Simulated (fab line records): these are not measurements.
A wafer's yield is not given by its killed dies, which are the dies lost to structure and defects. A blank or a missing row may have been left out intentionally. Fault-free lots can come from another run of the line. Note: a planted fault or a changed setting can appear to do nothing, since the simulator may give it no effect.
Which tool is to blame?    flow gf180mcu    13 lots, 39 wafers sampled, at 5 steps of a route of 602

== WHAT THE GAUGES SHOWED, per wafer ==
GF_POLY_GATE_THK_MEAS_01. Usual: POLY_GATE_CVD_00_THK gives 199.5 nm (standard deviation 1.7).
lot   measured      on            POLY_GATE_CVD_00_THK (nm)  flag
L620  day 8 17:38   filmMetro-04  199.7 198.6 200.6          
L622  day 9 14:44   filmMetro-04  199.7 198.1 198.9          
L624  day 10 07:49  filmMetro-02  198.3 198.9 198.7          
L625  day 10 07:47  filmMetro-03  203.1 201.8 198.8          
L626  day 10 14:04  filmMetro-03  206.8 209.4 218.5          OFF
L632  day 12 07:29  filmMetro-04  197.5 196.6 198.2          
L635  day 13 01:06  filmMetro-03  200.1 198.1 199.2          
L637  day 13 16:13  filmMetro-02  199.3 199.7 199.8          
L638  day 13 22:34  filmMetro-03  200.6 201.9 201.5          
L639  day 14 05:41  filmMetro-03  200.0 199.1 198.1          
L640  day 14 11:57  filmMetro-03  199.9 197.9 200.2          
L641  day 14 21:31  filmMetro-04  200.9 200.3 201.9          
L642  day 15 05:46  filmMetro-02  196.2 198.4 197.3          

GF_CONTACT_THK_MEAS_01. Usual: CONTACT_CVD_00_THK gives 300.6 nm (standard deviation 2.9).
lot   measured      on            CONTACT_CVD_00_THK (nm)  flag
L620  day 15 13:10  filmMetro-01  300.4 298.5 298.2        
L622  day 16 12:10  filmMetro-01  301.0 297.5 298.7        
L624  day 17 08:17  filmMetro-02  295.8 302.3 298.9        
L625  day 17 08:57  filmMetro-04  299.0 302.1 303.6        
L626  day 17 19:55  filmMetro-01  302.6 299.2 303.7        
L632  day 19 21:57  filmMetro-02  300.3 302.9 300.2        
L635  day 20 20:10  filmMetro-01  297.4 296.7 300.8        
L637  day 21 17:23  filmMetro-02  301.6 300.1 301.2        
L638  day 21 22:22  filmMetro-01  303.8 304.4 300.5        
L639  day 22 08:50  filmMetro-02  306.9 305.3 302.6        
L640  day 22 18:37  filmMetro-04  300.5 302.2 302.7        
L641  day 22 23:07  filmMetro-01  300.1 301.2 300.6        
L642  day 23 08:38  filmMetro-02  300.6 303.7 307.3        

GF_M2_RS_MEAS_05: measures by four-point-probe. Usual: M2_ALCU_RS gives 0.0695 ohm/sq (standard deviation 0.00086).
lot   measured      on            M2_ALCU_RS (ohm/sq)   flag
L620  day 18 14:34  filmMetro-03  0.0702 0.0696 0.0698  
L622  day 19 15:09  filmMetro-04  0.0691 0.0691 0.0695  
L624  day 20 13:43  filmMetro-03  0.0700 0.0692 0.0693  
L625  day 20 14:21  filmMetro-03  0.0698 0.0696 0.0698  
L626  day 21 01:40  filmMetro-04  0.0688 0.0704 0.0702  
L632  day 23 03:35  filmMetro-03  0.0684 0.0707 0.0692  
L635  day 23 23:28  filmMetro-03  0.0691 0.0695 0.0690  
L637  day 24 19:55  filmMetro-03  0.0693 0.0692 0.0693  
L638  day 25 00:17  filmMetro-02  0.0690 0.0695 0.0695  
L639  day 25 09:55  filmMetro-03  0.0695 0.0696 0.0695  
L640  day 25 17:43  filmMetro-04  0.0696 0.0691 0.0686  
L641  day 25 22:14  filmMetro-04  0.0699 0.0694 0.0695  
L642  day 26 06:29  filmMetro-02  0.0696 0.0686 0.0695  

== TOOL THAT RAN EACH LOT (tool first, then ch and the chambers of the sampled wafers, then the start) ==
lot   GF_POLY_GATE_CVD_00          GF_CONTACT_CVD_02
L620  lpcvd-02 ch 1, day 8 16:17   pecvd-02 ch 0,1, day 15 13:12
L622  lpcvd-01 ch 0, day 9 13:23   pecvd-03 ch 0,1,2, day 16 12:12
L624  lpcvd-02 ch 0, day 10 06:27  pecvd-01 ch 0,1,2, day 17 08:20
L625  lpcvd-02 ch 1, day 10 06:27  pecvd-02 ch 0,1,2, day 17 09:01
L626  lpcvd-01 ch 0, day 10 12:43  pecvd-02 ch 0,1, day 17 19:58
L632  lpcvd-02 ch 0, day 12 06:08  pecvd-02 ch 0,1,2, day 19 22:00
L635  lpcvd-02 ch 0, day 12 23:44  pecvd-01 ch 0,1,2, day 20 20:12
L637  lpcvd-01 ch 1, day 13 14:52  pecvd-03 ch 0,1,2, day 21 17:26
L638  lpcvd-01 ch 1, day 13 21:14  pecvd-01 ch 0,1, day 21 22:26
L639  lpcvd-01 ch 0, day 14 04:20  pecvd-02 ch 0,1, day 22 08:53
L640  lpcvd-02 ch 0, day 14 10:37  pecvd-02 ch 0,2, day 22 18:40
L641  lpcvd-02 ch 1, day 14 20:10  pecvd-02 ch 0,1, day 22 23:09
L642  lpcvd-02 ch 0, day 15 04:26  pecvd-01 ch 0,1,2, day 23 08:41
- GF_POLY_GATE_CVD_00: deposits poly-Si, target thk 200 nm, time 1200 s.
- GF_CONTACT_CVD_02: deposits SiO2 from TEOS, target thk 860 nm, time 95.992 s.

== AS READ BY THE TOOLS THEMSELVES (means over the sampled wafers that have a number; for cases with no such wafer, the mark the record gives instead) ==
GF_POLY_GATE_CVD_00. Usual: spikeTcCentreC 621.5 C, standard deviation 1.4; zonePowerCentrePct 8.9 %, standard deviation 0.56.
lot   tool      spikeTcCentreC (C)  zonePowerCentrePct (%)  flag
L620  lpcvd-02  621.2               10.0                    
L622  lpcvd-01  618.9               8.8                     
L624  lpcvd-02  622.4               9.1                     
L625  lpcvd-02  619.9               10.0                    
L626  lpcvd-01  631.3               10.6                    OFF
L632  lpcvd-02  621.2               9.0                     
L635  lpcvd-02  620.9               9.0                     
L637  lpcvd-01  622.7               8.3                     
L638  lpcvd-01  623.4               8.4                     
L639  lpcvd-01  620.8               8.8                     
L640  lpcvd-02  622.1               9.0                     
L641  lpcvd-02  621.2               10.0                    
L642  lpcvd-02  622.2               8.9                     

GF_CONTACT_CVD_02. Usual: heaterPowerW at 601 W, with a standard deviation of 65.
lot   tool      heaterPowerW (W)  flag
L620  pecvd-02  658               
L622  pecvd-03  638               
L624  pecvd-01  558               
L625  pecvd-02  556               
L626  pecvd-02  664               
L632  pecvd-02  653               
L635  pecvd-01  586               
L637  pecvd-03  628               
L638  pecvd-01  582               
L639  pecvd-02  620               
L640  pecvd-02  640               
L641  pecvd-02  575               
L642  pecvd-01  589               

== THE ANSWER, worked out from the rows above alone ==
Rule: a lot counts as off when the mean over its wafers that have a number is more than 3 standard deviations away from the usual mean. Also off: a lot with no number at a reading for which 4 or more lots have one. The other lots that the step has rows for count as sound. Order of review: gauges by route order, followed by the tools' own readings, for which a lot's mean as printed above is used. The first step at which some lot is off is used, and at that step the reading that is off furthest; a lot without a number counts as furthest.
Off: L626, seen at GF_POLY_GATE_THK_MEAS_01 (POLY_GATE_CVD_00_THK).
A tool fits if, at a process step before that reading, it ran every lot that is off, and no sound lot after the first of them. Not tried: the gauges at GF_POLY_GATE_THK_MEAS_01; whatever is off there is also off at GF_POLY_GATE_CVD_00, on other tools, and gauge error can't account for it. None of those tried fits.

== WHAT THE SIMULATOR HAD PUT IN ==
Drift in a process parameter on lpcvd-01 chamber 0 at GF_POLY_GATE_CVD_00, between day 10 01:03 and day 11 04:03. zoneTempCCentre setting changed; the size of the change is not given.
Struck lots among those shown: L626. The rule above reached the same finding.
